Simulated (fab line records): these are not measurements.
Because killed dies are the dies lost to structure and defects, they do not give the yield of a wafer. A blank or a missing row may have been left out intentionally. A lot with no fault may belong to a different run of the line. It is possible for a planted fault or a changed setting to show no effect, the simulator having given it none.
fab line records / flow sky130
[record] lots = 11 wafers = 33 last-day = 50
route steps=708 shown VIA3@586 METAL4@598 PAD_OPEN@708
lots untouched by any fault: they come from a run of this same line in which no faults occurred
start-h: the number of hours between the record's first day and the start of the first shown wafer of the lot / wait-h: hours elapsed since this lot's preceding step / " unchanged from the row above / L1.1+2: several wafers, shown together as one row / - value missing, or start not given / * or withheld: withheld / < > ~ a bound
route shown NAME@n: a module of which the file shows steps, and the number in the route of the first / usual: mean/standard deviation taken from wafers without a fault / same: alike in all rows / chamber/n: place in a boat / sites: readings site by site / _std_site: the standard deviation of these / _edge_site: outer sites' mean less inner sites' / radius-mm: for every site, how far away it sits from the centre of the wafer / mask NAME#n: copy n / behind: the last tool/chamber to shape the wafer / hold: why the lot went on hold/how many hours it stayed there/how the hold came to an end / device: transistor that didn't switch, given as n, p or np / end of line: the route-end tests of the same wafers / step lacking rows: just its recipe / killed: the dies lost at the first sort to structure and to defects; this is not the yield of the wafer / map: dies across one wafer; x = killed, . = not, _ = none there
set.NAME: the run value of the setting; set.NAME@STEP: its run value at that earlier step / model.NAME: the simulator's own value behind a step, which no gauge read
a sample of lots followed through the steps of the route, with each step as a table and each wafer as a row
services: from which hour (start-h, from the record's first day; less than 0 if before it) a tool's chamber was out of use, for how many hours, and why
[[steps]]
[step SKY_VIA3_OVL_MEAS_13]
[usual] VIA3_OVL = -3/4.7
lot.wafer=L318.2 tool=overlay-01 chamber=- start-h=958.88 wait-h=0.1 VIA3_OVL[nm]=-7
lot.wafer=L318.4 tool=overlay-01 chamber=- start-h=958.88 wait-h=0.1 VIA3_OVL[nm]=-9
lot.wafer=L318.5 tool=overlay-01 chamber=- start-h=958.88 wait-h=0.1 VIA3_OVL[nm]=-10
lot.wafer=L317.1 tool=overlay-02 chamber=- start-h=960.17 wait-h=0.1 VIA3_OVL[nm]=1
lot.wafer=L317.4 tool=overlay-02 chamber=- start-h=960.17 wait-h=0.1 VIA3_OVL[nm]=3
lot.wafer=L317.6 tool=overlay-02 chamber=- start-h=960.17 wait-h=0.1 VIA3_OVL[nm]=-4
lot.wafer=L321.1 tool=overlay-02 chamber=- start-h=972.12 wait-h=0.1 VIA3_OVL[nm]=2
lot.wafer=L321.2 tool=overlay-02 chamber=- start-h=972.12 wait-h=0.1 VIA3_OVL[nm]=-7
lot.wafer=L321.3 tool=overlay-02 chamber=- start-h=972.12 wait-h=0.1 VIA3_OVL[nm]=1
lot.wafer=L325.1 tool=overlay-01 chamber=- start-h=993.29 wait-h=0.1 VIA3_OVL[nm]=-3
lot.wafer=L325.3 tool=overlay-01 chamber=- start-h=993.29 wait-h=0.1 VIA3_OVL[nm]=-11
lot.wafer=L325.6 tool=overlay-01 chamber=- start-h=993.29 wait-h=0.1 VIA3_OVL[nm]=-5
lot.wafer=L327.1 tool=overlay-02 chamber=- start-h=1011.76 wait-h=0.1 VIA3_OVL[nm]=-6
lot.wafer=L327.2 tool=overlay-02 chamber=- start-h=1011.76 wait-h=0.1 VIA3_OVL[nm]=-2
lot.wafer=L327.5 tool=overlay-02 chamber=- start-h=1011.76 wait-h=0.1 VIA3_OVL[nm]=1
lot.wafer=L328.1 tool=overlay-02 chamber=- start-h=1016.79 wait-h=0.1 VIA3_OVL[nm]=-2
lot.wafer=L328.2 tool=overlay-02 chamber=- start-h=1016.79 wait-h=0.1 VIA3_OVL[nm]=-5
lot.wafer=L328.4 tool=overlay-02 chamber=- start-h=1016.79 wait-h=0.1 VIA3_OVL[nm]=-4
lot.wafer=L329.3 tool=overlay-01 chamber=- start-h=1019.95 wait-h=0.1 VIA3_OVL[nm]=3
lot.wafer=L329.5 tool=overlay-01 chamber=- start-h=1019.95 wait-h=0.1 VIA3_OVL[nm]=-1
lot.wafer=L329.6 tool=overlay-01 chamber=- start-h=1019.95 wait-h=0.1 VIA3_OVL[nm]=-2
lot.wafer=L330.1 tool=overlay-01 chamber=- start-h=1022.62 wait-h=0.1 VIA3_OVL[nm]=-3
lot.wafer=L330.2 tool=overlay-01 chamber=- start-h=1022.62 wait-h=0.1 VIA3_OVL[nm]=-6
lot.wafer=L330.4 tool=overlay-01 chamber=- start-h=1022.62 wait-h=0.1 VIA3_OVL[nm]=-5
lot.wafer=L335.1 tool=overlay-02 chamber=- start-h=1054.91 wait-h=0.1 VIA3_OVL[nm]=-11
lot.wafer=L335.2 tool=overlay-02 chamber=- start-h=1054.91 wait-h=0.1 VIA3_OVL[nm]=-4
lot.wafer=L335.4 tool=overlay-02 chamber=- start-h=1054.91 wait-h=0.1 VIA3_OVL[nm]=3
lot.wafer=L337.1 tool=overlay-02 chamber=- start-h=1070.94 wait-h=0.1 VIA3_OVL[nm]=-4
lot.wafer=L337.2 tool=overlay-02 chamber=- start-h=1070.94 wait-h=0.1 VIA3_OVL[nm]=0
lot.wafer=L337.4 tool=overlay-02 chamber=- start-h=1070.94 wait-h=0.1 VIA3_OVL[nm]=2
lot.wafer=L338.2 tool=overlay-01 chamber=- start-h=1077.83 wait-h=0.1 VIA3_OVL[nm]=-1
lot.wafer=L338.3 tool=overlay-01 chamber=- start-h=1077.83 wait-h=0.1 VIA3_OVL[nm]=-2
lot.wafer=L338.4 tool=overlay-01 chamber=- start-h=1077.83 wait-h=0.1 VIA3_OVL[nm]=-5
[step SKY_METAL4_SPUTTER_00]
[recipe] material = Ti target-thk-nm = 15 power-w = 3000 time-s = 10 chamber-pressure-pa = 0.4
[usual] throttle-valve-pct = 30.4/0.94
lot.wafer=L318.2 tool=pvd-sputter-03 chamber=- start-h=960.32 wait-h=0.1 throttle-valve-pct=30.6
lot.wafer=L318.4 tool=pvd-sputter-03 chamber=- start-h=960.32 wait-h=0.1 throttle-valve-pct=29.8
lot.wafer=L318.5 tool=pvd-sputter-03 chamber=- start-h=960.32 wait-h=0.1 throttle-valve-pct=30.0
lot.wafer=L317.1 tool=pvd-sputter-03 chamber=- start-h=961.76 wait-h=0.1 throttle-valve-pct=29.8
lot.wafer=L317.4 tool=pvd-sputter-03 chamber=- start-h=961.76 wait-h=0.1 throttle-valve-pct=32.5
lot.wafer=L317.6 tool=pvd-sputter-03 chamber=- start-h=961.76 wait-h=0.1 throttle-valve-pct=30.2
lot.wafer=L321.1 tool=pvd-sputter-03 chamber=- start-h=973.58 wait-h=0.2 throttle-valve-pct=30.1
lot.wafer=L321.2 tool=pvd-sputter-03 chamber=- start-h=973.58 wait-h=0.2 throttle-valve-pct=30.4
lot.wafer=L321.3 tool=pvd-sputter-03 chamber=- start-h=973.58 wait-h=0.2 throttle-valve-pct=29.7
lot.wafer=L325.1 tool=pvd-sputter-03 chamber=- start-h=995.11 wait-h=0.2 throttle-valve-pct=30.1
lot.wafer=L325.3 tool=pvd-sputter-03 chamber=- start-h=995.11 wait-h=0.2 throttle-valve-pct=32.2
lot.wafer=L325.6 tool=pvd-sputter-03 chamber=- start-h=995.11 wait-h=0.2 throttle-valve-pct=29.6
lot.wafer=L327.1 tool=pvd-sputter-02 chamber=- start-h=1013.45 wait-h=0.2 throttle-valve-pct=30.1
lot.wafer=L327.2 tool=pvd-sputter-02 chamber=- start-h=1013.45 wait-h=0.2 throttle-valve-pct=30.0
lot.wafer=L327.5 tool=pvd-sputter-02 chamber=- start-h=1013.45 wait-h=0.2 throttle-valve-pct=29.9
lot.wafer=L328.1 tool=pvd-sputter-02 chamber=- start-h=1018.22 wait-h=0.2 throttle-valve-pct=30.2
lot.wafer=L328.2 tool=pvd-sputter-02 chamber=- start-h=1018.22 wait-h=0.2 throttle-valve-pct=29.9
lot.wafer=L328.4 tool=pvd-sputter-02 chamber=- start-h=1018.22 wait-h=0.2 throttle-valve-pct=32.0
lot.wafer=L329.3 tool=pvd-sputter-04 chamber=- start-h=1021.36 wait-h=0.1 throttle-valve-pct=30.1
lot.wafer=L329.5 tool=pvd-sputter-04 chamber=- start-h=1021.36 wait-h=0.1 throttle-valve-pct=30.1
lot.wafer=L329.6 tool=pvd-sputter-04 chamber=- start-h=1021.36 wait-h=0.1 throttle-valve-pct=29.9
lot.wafer=L330.1 tool=pvd-sputter-03 chamber=- start-h=1024.02 wait-h=0.1 throttle-valve-pct=30.3
lot.wafer=L330.2 tool=pvd-sputter-03 chamber=- start-h=1024.02 wait-h=0.1 throttle-valve-pct=30.6
lot.wafer=L330.4 tool=pvd-sputter-03 chamber=- start-h=1024.02 wait-h=0.1 throttle-valve-pct=29.9
lot.wafer=L335.1 tool=pvd-sputter-04 chamber=- start-h=1056.36 wait-h=0.1 throttle-valve-pct=30.6
lot.wafer=L335.2 tool=pvd-sputter-04 chamber=- start-h=1056.36 wait-h=0.1 throttle-valve-pct=30.2
lot.wafer=L335.4 tool=pvd-sputter-04 chamber=- start-h=1056.36 wait-h=0.1 throttle-valve-pct=29.9
lot.wafer=L337.1 tool=pvd-sputter-04 chamber=- start-h=1072.33 wait-h=0.2 throttle-valve-pct=30.0
lot.wafer=L337.2 tool=pvd-sputter-04 chamber=- start-h=1072.33 wait-h=0.2 throttle-valve-pct=29.4
lot.wafer=L337.4 tool=pvd-sputter-04 chamber=- start-h=1072.33 wait-h=0.2 throttle-valve-pct=29.7
lot.wafer=L338.2 tool=pvd-sputter-02 chamber=- start-h=1079.73 wait-h=0.2 throttle-valve-pct=31.5
lot.wafer=L338.3 tool=pvd-sputter-02 chamber=- start-h=1079.73 wait-h=0.2 throttle-valve-pct=28.8
lot.wafer=L338.4 tool=pvd-sputter-02 chamber=- start-h=1079.73 wait-h=0.2 throttle-valve-pct=30.1
[step SKY_METAL4_COAT_08]
[recipe] resist = KrF-thick spin-rpm = 3000 resist-thk-nm = 1140
[usual] resist-line-temp-C = 22.99/0.11
lot.wafer=L318.2 tool=litho-track-02 chamber=0 start-h=994 wait-h=- resist-line-temp-C=22.81
lot.wafer=L318.4 tool=litho-track-02 chamber=0 start-h=994 wait-h=- resist-line-temp-C=22.95
lot.wafer=L318.5 tool=litho-track-02 chamber=0 start-h=994 wait-h=- resist-line-temp-C=22.81
lot.wafer=L317.1 tool=litho-track-02 chamber=0 start-h=996 wait-h=- resist-line-temp-C=22.97
lot.wafer=L317.4 tool=litho-track-02 chamber=0 start-h=996 wait-h=- resist-line-temp-C=22.91
lot.wafer=L317.6 tool=litho-track-02 chamber=0 start-h=996 wait-h=- resist-line-temp-C=23.00
lot.wafer=L321.1 tool=litho-track-04 chamber=0 start-h=1011 wait-h=- resist-line-temp-C=23.05
lot.wafer=L321.2 tool=litho-track-04 chamber=0 start-h=1011 wait-h=- resist-line-temp-C=23.14
lot.wafer=L321.3 tool=litho-track-04 chamber=0 start-h=1011 wait-h=- resist-line-temp-C=23.02
lot.wafer=L325.1 tool=litho-track-04 chamber=0 start-h=1031 wait-h=- resist-line-temp-C=22.97
lot.wafer=L325.3 tool=litho-track-04 chamber=0 start-h=1031 wait-h=- resist-line-temp-C=23.16
lot.wafer=L325.6 tool=litho-track-04 chamber=0 start-h=1031 wait-h=- resist-line-temp-C=23.11
lot.wafer=L327.1 tool=litho-track-04 chamber=0 start-h=1047 wait-h=- resist-line-temp-C=22.94
lot.wafer=L327.2 tool=litho-track-04 chamber=0 start-h=1047 wait-h=- resist-line-temp-C=22.98
lot.wafer=L327.5 tool=litho-track-04 chamber=0 start-h=1047 wait-h=- resist-line-temp-C=23.11
lot.wafer=L328.1 tool=litho-track-01 chamber=0 start-h=1053 wait-h=- resist-line-temp-C=23.09
lot.wafer=L328.2 tool=litho-track-01 chamber=0 start-h=1053 wait-h=- resist-line-temp-C=22.82
lot.wafer=L328.4 tool=litho-track-01 chamber=0 start-h=1053 wait-h=- resist-line-temp-C=22.95
lot.wafer=L329.3 tool=litho-track-01 chamber=0 start-h=1057 wait-h=- resist-line-temp-C=22.88
lot.wafer=L329.5 tool=litho-track-01 chamber=0 start-h=1057 wait-h=- resist-line-temp-C=22.93
lot.wafer=L329.6 tool=litho-track-01 chamber=0 start-h=1057 wait-h=- resist-line-temp-C=22.78
lot.wafer=L330.1 tool=litho-track-01 chamber=0 start-h=1059 wait-h=- resist-line-temp-C=22.82
lot.wafer=L330.2 tool=litho-track-01 chamber=0 start-h=1059 wait-h=- resist-line-temp-C=22.88
lot.wafer=L330.4 tool=litho-track-01 chamber=0 start-h=1059 wait-h=- resist-line-temp-C=22.95
lot.wafer=L335.1 tool=litho-track-04 chamber=0 start-h=1088 wait-h=- resist-line-temp-C=23.10
lot.wafer=L335.2 tool=litho-track-04 chamber=0 start-h=1088 wait-h=- resist-line-temp-C=22.93
lot.wafer=L335.4 tool=litho-track-04 chamber=0 start-h=1088 wait-h=- resist-line-temp-C=23.04
lot.wafer=L337.1 tool=litho-track-04 chamber=0 start-h=1105 wait-h=- resist-line-temp-C=22.94
lot.wafer=L337.2 tool=litho-track-04 chamber=0 start-h=1105 wait-h=- resist-line-temp-C=23.10
lot.wafer=L337.4 tool=litho-track-04 chamber=0 start-h=1105 wait-h=- resist-line-temp-C=22.95
lot.wafer=L338.2 tool=litho-track-04 chamber=0 start-h=1110 wait-h=- resist-line-temp-C=22.87
lot.wafer=L338.3 tool=litho-track-04 chamber=0 start-h=1110 wait-h=- resist-line-temp-C=22.92
lot.wafer=L338.4 tool=litho-track-04 chamber=0 start-h=1110 wait-h=- resist-line-temp-C=22.95
[step SKY_METAL4_OVL_MEAS_14]
[usual] METAL4_OVL = 1/6.7
lot.wafer=L318.2 tool=overlay-02 chamber=- start-h=1007.06 wait-h=0.1 METAL4_OVL[nm]=-5
lot.wafer=L318.4 tool=overlay-02 chamber=- start-h=1007.06 wait-h=0.1 METAL4_OVL[nm]=0
lot.wafer=L318.5 tool=overlay-02 chamber=- start-h=1007.06 wait-h=0.1 METAL4_OVL[nm]=9
lot.wafer=L317.1 tool=overlay-02 chamber=- start-h=1009.81 wait-h=0.1 METAL4_OVL[nm]=-19
lot.wafer=L317.4 tool=overlay-02 chamber=- start-h=1009.81 wait-h=0.1 METAL4_OVL[nm]=-1
lot.wafer=L317.6 tool=overlay-02 chamber=- start-h=1009.81 wait-h=0.1 METAL4_OVL[nm]=-2
lot.wafer=L321.1 tool=overlay-01 chamber=- start-h=1022.76 wait-h=0.1 METAL4_OVL[nm]=-4
lot.wafer=L321.2 tool=overlay-01 chamber=- start-h=1022.76 wait-h=0.1 METAL4_OVL[nm]=1
lot.wafer=L321.3 tool=overlay-01 chamber=- start-h=1022.76 wait-h=0.1 METAL4_OVL[nm]=-1
lot.wafer=L325.1 tool=overlay-01 chamber=- start-h=1043.09 wait-h=0.1 METAL4_OVL[nm]=-3
lot.wafer=L325.3 tool=overlay-01 chamber=- start-h=1043.09 wait-h=0.1 METAL4_OVL[nm]=-3
lot.wafer=L325.6 tool=overlay-01 chamber=- start-h=1043.09 wait-h=0.1 METAL4_OVL[nm]=7
lot.wafer=L327.1 tool=overlay-01 chamber=- start-h=1059.59 wait-h=0.1 METAL4_OVL[nm]=4
lot.wafer=L327.2 tool=overlay-01 chamber=- start-h=1059.59 wait-h=0.1 METAL4_OVL[nm]=-5
lot.wafer=L327.5 tool=overlay-01 chamber=- start-h=1059.59 wait-h=0.1 METAL4_OVL[nm]=5
lot.wafer=L328.1 tool=overlay-02 chamber=- start-h=1064.89 wait-h=0.1 METAL4_OVL[nm]=12
lot.wafer=L328.2 tool=overlay-02 chamber=- start-h=1064.89 wait-h=0.1 METAL4_OVL[nm]=-1
lot.wafer=L328.4 tool=overlay-02 chamber=- start-h=1064.89 wait-h=0.1 METAL4_OVL[nm]=5
lot.wafer=L329.3 tool=overlay-02 chamber=- start-h=1067.50 wait-h=0.1 METAL4_OVL[nm]=-12
lot.wafer=L329.5 tool=overlay-02 chamber=- start-h=1067.50 wait-h=0.1 METAL4_OVL[nm]=-11
lot.wafer=L329.6 tool=overlay-02 chamber=- start-h=1067.50 wait-h=0.1 METAL4_OVL[nm]=-1
lot.wafer=L330.1 tool=overlay-02 chamber=- start-h=1069.62 wait-h=0.1 METAL4_OVL[nm]=-9
lot.wafer=L330.2 tool=overlay-02 chamber=- start-h=1069.62 wait-h=0.1 METAL4_OVL[nm]=0
lot.wafer=L330.4 tool=overlay-02 chamber=- start-h=1069.62 wait-h=0.1 METAL4_OVL[nm]=5
lot.wafer=L335.1 tool=overlay-02 chamber=- start-h=1098.31 wait-h=0.1 METAL4_OVL[nm]=1
lot.wafer=L335.2 tool=overlay-02 chamber=- start-h=1098.31 wait-h=0.1 METAL4_OVL[nm]=5
lot.wafer=L335.4 tool=overlay-02 chamber=- start-h=1098.31 wait-h=0.1 METAL4_OVL[nm]=11
lot.wafer=L337.1 tool=overlay-02 chamber=- start-h=1115.36 wait-h=0.1 METAL4_OVL[nm]=2
lot.wafer=L337.2 tool=overlay-02 chamber=- start-h=1115.36 wait-h=0.1 METAL4_OVL[nm]=0
lot.wafer=L337.4 tool=overlay-02 chamber=- start-h=1115.36 wait-h=0.1 METAL4_OVL[nm]=7
lot.wafer=L338.2 tool=overlay-02 chamber=- start-h=1120.89 wait-h=0.1 METAL4_OVL[nm]=1
lot.wafer=L338.3 tool=overlay-02 chamber=- start-h=1120.89 wait-h=0.1 METAL4_OVL[nm]=-2
lot.wafer=L338.4 tool=overlay-02 chamber=- start-h=1120.89 wait-h=0.1 METAL4_OVL[nm]=7
[step SKY_METAL4_STRIP_19]
[recipe] chemistry = O2/N2 power-w = 1400 pressure-mtorr = 1500 platen-temp-c = withheld o2-flow-sccm = 3000 n2-flow-sccm = 300 overash-fraction = 0.5
[usual] drypump-motor-current-A = 5.7/0.31 oes-product-au = 0.504/0.0058 strip-time-to-endpoint-s = 6.56/0.097
lot.wafer=L318.2 tool=plasma-asher-01 chamber=0 start-h=1007.42 wait-h=0.1 drypump-motor-current-A=5.2 oes-product-au=0.501 rf-hours-counter-h=28 strip-time-to-endpoint-s=6.60
lot.wafer=L318.4 tool=plasma-asher-01 chamber=1 start-h=1007.42 wait-h=0.1 drypump-motor-current-A=5.7 oes-product-au=0.511 rf-hours-counter-h=- strip-time-to-endpoint-s=6.50
lot.wafer=L318.5 tool=plasma-asher-01 chamber=1 start-h=1007.42 wait-h=0.1 drypump-motor-current-A=5.7 oes-product-au=0.499 rf-hours-counter-h=- strip-time-to-endpoint-s=6.49
lot.wafer=L317.1 tool=plasma-asher-01 chamber=1 start-h=1010.18 wait-h=0.1 drypump-motor-current-A=5.7 oes-product-au=0.496 rf-hours-counter-h=28 strip-time-to-endpoint-s=6.43
lot.wafer=L317.4 tool=plasma-asher-01 chamber=0 start-h=1010.18 wait-h=0.1 drypump-motor-current-A=5.2 oes-product-au=0.498 rf-hours-counter-h=- strip-time-to-endpoint-s=6.37
lot.wafer=L317.6 tool=plasma-asher-01 chamber=0 start-h=1010.18 wait-h=0.1 drypump-motor-current-A=5.2 oes-product-au=0.505 rf-hours-counter-h=- strip-time-to-endpoint-s=6.49
lot.wafer=L321.1 tool=plasma-asher-04 chamber=0 start-h=1023.13 wait-h=0.1 drypump-motor-current-A=5.9 oes-product-au=0.506 rf-hours-counter-h=94 strip-time-to-endpoint-s=6.74
lot.wafer=L321.2 tool=plasma-asher-04 chamber=1 start-h=1023.13 wait-h=0.1 drypump-motor-current-A=6.3 oes-product-au=0.495 rf-hours-counter-h=94 strip-time-to-endpoint-s=6.51
lot.wafer=L321.3 tool=plasma-asher-04 chamber=0 start-h=1023.13 wait-h=0.1 drypump-motor-current-A=5.9 oes-product-au=0.517 rf-hours-counter-h=- strip-time-to-endpoint-s=6.76
lot.wafer=L325.1 tool=plasma-asher-03 chamber=1 start-h=1043.45 wait-h=0.1 drypump-motor-current-A=5.7 oes-product-au=0.507 rf-hours-counter-h=60 strip-time-to-endpoint-s=6.58
lot.wafer=L325.3 tool=plasma-asher-03 chamber=1 start-h=1043.45 wait-h=0.1 drypump-motor-current-A=5.7 oes-product-au=0.515 rf-hours-counter-h=- strip-time-to-endpoint-s=6.64
lot.wafer=L325.6 tool=plasma-asher-03 chamber=1 start-h=1043.45 wait-h=0.1 drypump-motor-current-A=5.7 oes-product-au=0.507 rf-hours-counter-h=- strip-time-to-endpoint-s=6.64
lot.wafer=L327.1 tool=plasma-asher-04 chamber=0 start-h=1059.95 wait-h=0.1 drypump-motor-current-A=5.9 oes-product-au=0.505 rf-hours-counter-h=98 strip-time-to-endpoint-s=6.63
lot.wafer=L327.2 tool=plasma-asher-04 chamber=1 start-h=1059.95 wait-h=0.1 drypump-motor-current-A=6.3 oes-product-au=0.501 rf-hours-counter-h=98 strip-time-to-endpoint-s=6.53
lot.wafer=L327.5 tool=plasma-asher-04 chamber=0 start-h=1059.95 wait-h=0.1 drypump-motor-current-A=5.9 oes-product-au=0.502 rf-hours-counter-h=- strip-time-to-endpoint-s=6.54
lot.wafer=L328.1 tool=plasma-asher-03 chamber=1 start-h=1065.25 wait-h=0.1 drypump-motor-current-A=5.7 oes-product-au=0.504 rf-hours-counter-h=63 strip-time-to-endpoint-s=6.60
lot.wafer=L328.2 tool=plasma-asher-03 chamber=0 start-h=1065.25 wait-h=0.1 drypump-motor-current-A=5.6 oes-product-au=0.509 rf-hours-counter-h=63 strip-time-to-endpoint-s=6.67
lot.wafer=L328.4 tool=plasma-asher-03 chamber=0 start-h=1065.25 wait-h=0.1 drypump-motor-current-A=5.6 oes-product-au=0.502 rf-hours-counter-h=- strip-time-to-endpoint-s=6.63
lot.wafer=L329.3 tool=plasma-asher-04 chamber=1 start-h=1067.88 wait-h=0.1 drypump-motor-current-A=6.3 oes-product-au=0.500 rf-hours-counter-h=- strip-time-to-endpoint-s=6.44
lot.wafer=L329.5 tool=plasma-asher-04 chamber=1 start-h=1067.88 wait-h=0.1 drypump-motor-current-A=6.3 oes-product-au=0.502 rf-hours-counter-h=- strip-time-to-endpoint-s=6.60
lot.wafer=L329.6 tool=plasma-asher-04 chamber=0 start-h=1067.88 wait-h=0.1 drypump-motor-current-A=5.9 oes-product-au=0.502 rf-hours-counter-h=- strip-time-to-endpoint-s=6.49
lot.wafer=L330.1 tool=plasma-asher-03 chamber=0 start-h=1069.98 wait-h=0.1 drypump-motor-current-A=5.6 oes-product-au=0.515 rf-hours-counter-h=64 strip-time-to-endpoint-s=6.62
lot.wafer=L330.2 tool=plasma-asher-03 chamber=1 start-h=1069.98 wait-h=0.1 drypump-motor-current-A=5.6 oes-product-au=0.498 rf-hours-counter-h=64 strip-time-to-endpoint-s=6.40
lot.wafer=L330.4 tool=plasma-asher-03 chamber=0 start-h=1069.98 wait-h=0.1 drypump-motor-current-A=5.6 oes-product-au=0.503 rf-hours-counter-h=- strip-time-to-endpoint-s=6.39
lot.wafer=L335.1 tool=plasma-asher-04 chamber=0 start-h=1098.85 wait-h=0.3 drypump-motor-current-A=5.9 oes-product-au=0.506 rf-hours-counter-h=103 strip-time-to-endpoint-s=6.67
lot.wafer=L335.2 tool=plasma-asher-04 chamber=1 start-h=1098.85 wait-h=0.3 drypump-motor-current-A=6.4 oes-product-au=0.508 rf-hours-counter-h=103 strip-time-to-endpoint-s=6.64
lot.wafer=L335.4 tool=plasma-asher-04 chamber=0 start-h=1098.85 wait-h=0.3 drypump-motor-current-A=5.9 oes-product-au=0.508 rf-hours-counter-h=- strip-time-to-endpoint-s=6.64
lot.wafer=L337.1 tool=plasma-asher-03 chamber=0 start-h=1115.72 wait-h=0.1 drypump-motor-current-A=5.6 oes-product-au=0.474 rf-hours-counter-h=69 strip-time-to-endpoint-s=5.75
lot.wafer=L337.2 tool=plasma-asher-03 chamber=1 start-h=1115.72 wait-h=0.1 drypump-motor-current-A=5.6 oes-product-au=0.468 rf-hours-counter-h=69 strip-time-to-endpoint-s=5.72
lot.wafer=L337.4 tool=plasma-asher-03 chamber=0 start-h=1115.72 wait-h=0.1 drypump-motor-current-A=5.6 oes-product-au=0.463 rf-hours-counter-h=- strip-time-to-endpoint-s=5.68
lot.wafer=L338.2 tool=plasma-asher-04 chamber=0 start-h=1121.38 wait-h=0.1 drypump-motor-current-A=5.9 oes-product-au=0.465 rf-hours-counter-h=105 strip-time-to-endpoint-s=5.74
lot.wafer=L338.3 tool=plasma-asher-04 chamber=0 start-h=1121.38 wait-h=0.1 drypump-motor-current-A=5.9 oes-product-au=0.470 rf-hours-counter-h=- strip-time-to-endpoint-s=5.85
lot.wafer=L338.4 tool=plasma-asher-04 chamber=1 start-h=1121.38 wait-h=0.1 drypump-motor-current-A=6.4 oes-product-au=0.471 rf-hours-counter-h=- strip-time-to-endpoint-s=5.76
[step SKY_PAD_OPEN_PROBE_99]
[usual] defect-limited-yield = 82.1/1.9 killed_at_M0_to_M3 = 44/6.6 killed_at_M4_up = 3.0/1.9 killed-at-contacts = 24/5.1 killed-at-front-end = 16/4.6 killed-at-other = 0.3/0.59 killed-dies = 88/9.5 killed-open = 48/6.7 killed-short = 40/6.1 sort_bin_3_pad_short = 0.9/0.43 sort_bin_5_function = 10.7/1.6 sort_bin_6_memory = 6.3/1.1 sort-n-pass = 404/9.5 sort-yield-pct = 82.1/1.9
[same] gross-dies = 492 killed-at-back-side = 0 sort_bin_4_leakage[%] = 0 sort_bin_8_speed[%] = 0
lot.wafer=L338.2 tool=prober-02 chamber=- start-h=1197.54 wait-h=0.1 defect-limited-yield[%]=79.5 killed_at_M0_to_M3=46 killed_at_M4_up=3 killed-at-contacts=34 killed-at-front-end=17 killed-at-other=1 killed-dies=101 killed-open=56 killed-short=45 sort_bin_3_pad_short[%]=0.6 sort_bin_5_function[%]=12.2 sort_bin_6_memory[%]=7.7 sort-n-pass=391 sort-yield-pct[%]=79.5
lot.wafer=L338.3 tool=prober-02 chamber=- start-h=1197.59 wait-h=0.2 defect-limited-yield[%]=79.7 killed_at_M0_to_M3=38 killed_at_M4_up=3 killed-at-contacts=35 killed-at-front-end=24 killed-at-other=0 killed-dies=100 killed-open=47 killed-short=52 sort_bin_3_pad_short[%]=1.2 sort_bin_5_function[%]=12.4 sort_bin_6_memory[%]=6.7 sort-n-pass=392 sort-yield-pct[%]=79.7
lot.wafer=L338.4 tool=prober-02 chamber=- start-h=1197.64 wait-h=0.2 defect-limited-yield[%]=81.1 killed_at_M0_to_M3=40 killed_at_M4_up=4 killed-at-contacts=26 killed-at-front-end=23 killed-at-other=0 killed-dies=93 killed-open=52 killed-short=41 sort_bin_3_pad_short[%]=0.6 sort_bin_5_function[%]=10.6 sort_bin_6_memory[%]=7.7 sort-n-pass=399 sort-yield-pct[%]=81.1
// killed by level:class
L338.2 CONTACT:geometric-particle:open=16 CONTACT:geometric-particle:short=7 METAL1:geometric-particle:short=7 VIA1:geometric-particle:open=7 VIA2:geometric-particle:open=7 VIA1:geometric-particle:short=6 FIELD_ISO:geometric-particle:short=5 LI_CONTACT:geometric-particle:open=5
L338.3 CONTACT:geometric-particle:open=14 VIA1:geometric-particle:open=14 FIELD_ISO:geometric-particle:short=9 VIA1:geometric-particle:short=9 CONTACT:geometric-particle:short=8 LOCAL_INTERCONNECT:geometric-particle:short=6 POLY_GATE:geometric-particle:short=5 LI_CONTACT:geometric-particle:open=5
L338.4 CONTACT:geometric-particle:open=12 FIELD_ISO:geometric-particle:short=8 VIA1:geometric-particle:open=8 VIA3:geometric-particle:open=8 CONTACT:geometric-particle:short=7 FIELD_ISO:geometric-particle:open=6 METAL2:geometric-particle:short=6 LI_CONTACT:geometric-particle:open=4
[[services]]
tool=pvd-sputter-04 chamber=- start-h=956.47 hours=14.5 kind=repair
tool=pvd-sputter-03 chamber=- start-h=958.29 hours=1.7 kind=repair
tool=plasma-asher-04 chamber=- start-h=958.88 hours=4.0 kind=repair
tool=plasma-asher-03 chamber=- start-h=972.89 hours=1.6 kind=repair
tool=plasma-asher-01 chamber=- start-h=977.73 hours=2.8 kind=pm
tool=pvd-sputter-04 chamber=2 start-h=994.05 hours=- kind=consumable-replace:kit
tool=pvd-sputter-04 chamber=2 start-h=994.05 hours=18.0 kind=scheduled-down
tool=pvd-sputter-04 chamber=2 start-h=994.05 hours=18.0 kind=vent-cycle
tool=pvd-sputter-02 chamber=1 start-h=995.57 hours=- kind=consumable-replace:kit
tool=pvd-sputter-02 chamber=1 start-h=995.57 hours=18.0 kind=scheduled-down
tool=pvd-sputter-02 chamber=1 start-h=995.57 hours=18.0 kind=vent-cycle
tool=pvd-sputter-04 chamber=- start-h=998.50 hours=20.5 kind=repair
tool=pvd-sputter-02 chamber=- start-h=1006.70 hours=2.7 kind=repair
tool=plasma-asher-03 chamber=- start-h=1007.40 hours=7.1 kind=repair
tool=plasma-asher-01 chamber=- start-h=1022.59 hours=12.5 kind=repair
tool=pvd-sputter-03 chamber=1 start-h=1024.17 hours=- kind=consumable-replace:kit
tool=pvd-sputter-03 chamber=1 start-h=1024.17 hours=18.0 kind=scheduled-down
tool=pvd-sputter-03 chamber=1 start-h=1024.17 hours=18.0 kind=vent-cycle
tool=plasma-asher-01 chamber=- start-h=1047.77 hours=25.3 kind=repair
tool=plasma-asher-04 chamber=- start-h=1053.68 hours=0.5 kind=repair
tool=plasma-asher-04 chamber=- start-h=1069.11 hours=1.4 kind=repair
tool=pvd-sputter-04 chamber=1 start-h=1085.16 hours=- kind=consumable-replace:kit
tool=pvd-sputter-03 chamber=- start-h=1085.52 hours=1.1 kind=repair
tool=pvd-sputter-02 chamber=- start-h=1087.53 hours=5.3 kind=repair
[[key]]
[first-sign] step = SKY_METAL4_STRIP_19 reading = strip-time-to-endpoint-s direction = down sigmas = 8.4 usual = * struck = *
[effect] step = SKY_METAL4_STRIP_19 reading = oes-product-au direction = down sigmas = 6.1 usual = 0.504 struck = 0.469
met-at SKY_METAL4_COAT_08
struck-lots L337,L338
not-acting-at SKY_VIA3_OVL_MEAS_13,SKY_METAL4_SPUTTER_00,SKY_METAL4_OVL_MEAS_14
onset-between 1088 1105
also-fits time
[fault] kind = process-parameter-drift tool = litho-track-04 chamber = - onset-h = 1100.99 steps = SKY_METAL4_COAT_08 channel = resist-thk-nm offset = -80.456 shape = step end-h = 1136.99 acts-in = these-recipes-only stated = 1140
